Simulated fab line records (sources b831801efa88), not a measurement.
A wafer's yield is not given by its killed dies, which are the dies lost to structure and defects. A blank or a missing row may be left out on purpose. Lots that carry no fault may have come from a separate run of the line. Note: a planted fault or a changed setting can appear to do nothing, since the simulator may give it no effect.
Which of the tools did it? + flow sky130 + Sampling: 11 lots, 33 wafers, 4 of 708 route steps

## WHAT THE GAUGES SHOWED, per wafer
SKY_LDD_N_TW_MEAS_17.
| lot  | measured     | on            | LDD_N_TW       |
|------|--------------|---------------|----------------|
| L421 | day 18 10:40 | film_metro-02 | 2603 2609 2616 |
| L424 | day 19 18:35 | film_metro-03 | 2546 2536 2535 |
| L425 | day 19 23:56 | film_metro-03 | 2542 2527 2544 |
| L428 | day 21 07:58 | film_metro-02 | 2591 2588 2587 |
| L430 | day 21 23:44 | film_metro-03 | 2537 2534 2540 |
| L434 | day 23 09:19 | film_metro-04 | 2897 2918 2899 |
| L435 | day 23 17:14 | film_metro-04 | 2903 2912 2903 |
| L436 | day 23 23:08 | film_metro-02 | 2609 2600 2626 |
| L440 | day 26 04:17 | film_metro-04 | 2592 2596 2603 |
| L441 | day 26 06:04 | film_metro-02 | 2611 2592 2606 |
| L442 | day 27 00:32 | film_metro-02 | 2601 2600 2597 |

## EACH LOT AND THE TOOL THAT RAN IT (in order: tool; ch and the chambers of the sampled wafers; start)
| lot  | SKY_SONOS_ONO_STRIP_17               | SKY_LDD_N_IMPLANT_10            | SKY_LDD_N_STRIP_16                   |
|------|--------------------------------------|---------------------------------|--------------------------------------|
| L421 | plasma_asher-03 ch 0,1, day 13 07:31 | implanter-01 ch 0, day 18 09:41 | plasma_asher-03 ch 0,1, day 18 10:34 |
| L424 | plasma_asher-02 ch 0,1, day 14 08:40 | implanter-01 ch 0, day 19 17:38 | plasma_asher-02 ch 0,1, day 19 18:30 |
| L425 | plasma_asher-02 ch 0,1, day 14 16:32 | implanter-04 ch 0, day 19 22:56 | plasma_asher-03 ch 0,1, day 19 23:50 |
| L428 | plasma_asher-02 ch 0,1, day 15 18:56 | implanter-04 ch 0, day 21 06:58 | plasma_asher-01 ch 0,1, day 21 07:52 |
| L430 | plasma_asher-02 ch 0,1, day 16 11:45 | implanter-01 ch 0, day 21 22:47 | plasma_asher-02 ch 0,1, day 21 23:39 |
| L434 | plasma_asher-02 ch 0,1, day 17 18:18 | implanter-04 ch 0, day 23 08:19 | plasma_asher-02 ch 0,1, day 23 09:13 |
| L435 | plasma_asher-01 ch 0,1, day 18 05:02 | implanter-04 ch 0, day 23 16:14 | plasma_asher-03 ch 0,1, day 23 17:07 |
| L436 | plasma_asher-02 ch 0,1, day 18 09:45 | implanter-01 ch 0, day 23 22:08 | plasma_asher-03 ch 1, day 23 23:01   |
| L440 | plasma_asher-01 ch 0,1, day 19 21:59 | implanter-01 ch 0, day 26 03:17 | plasma_asher-03 ch 0,1, day 26 04:11 |
| L441 | plasma_asher-01 ch 0,1, day 20 07:24 | implanter-02 ch 0, day 26 05:04 | plasma_asher-01 ch 0,1, day 26 05:58 |
| L442 | plasma_asher-02 ch 0,1, day 21 18:38 | implanter-02 ch 0, day 26 23:34 | plasma_asher-03 ch 0,1, day 27 00:27 |
- SKY_SONOS_ONO_STRIP_17: strips in O2/N2.
- SKY_LDD_N_IMPLANT_10
- SKY_LDD_N_STRIP_16: strips in O2/N2.

## THE ANSWER, worked out from the rows above alone
Rule: what is usual is taken from the lots themselves. Put in order of their means at a reading, lots are off if they are a third of the lots or fewer, leave a main group of 4 or more, and stand apart from it by a gap of 3 or more times the standard deviation of the main group's means; of several such gaps the widest counts. The tables above print the reading to a certain number of digits; a main group whose means all agree to those digits is not used. Also off: a lot with no number at a reading for which 4 or more lots have one. All remaining lots with rows at the step are treated as sound.
Off: L434, L435, at SKY_LDD_N_TW_MEAS_17 (LDD_N_TW). Main group: mean 2580, sd 31.
A tool fits if, at a process step before that reading, it ran every lot that is off, and no sound lot after the first of them. Gauges at SKY_LDD_N_TW_MEAS_17: tried the same way as those tools. One fits: implanter-04 at SKY_LDD_N_IMPLANT_10. A fault onset in the window from L428 (day 21 06:58, its last sound lot) to L434 (day 23 08:19, its first lot off) fits.

## WHAT HAD BEEN PUT IN BY THE SIMULATOR
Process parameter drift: implanter-04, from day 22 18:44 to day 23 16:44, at SKY_LDD_N_IMPLANT_10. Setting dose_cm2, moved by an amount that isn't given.
Lots struck among those shown: L434, L435. Same finding as the rule above.
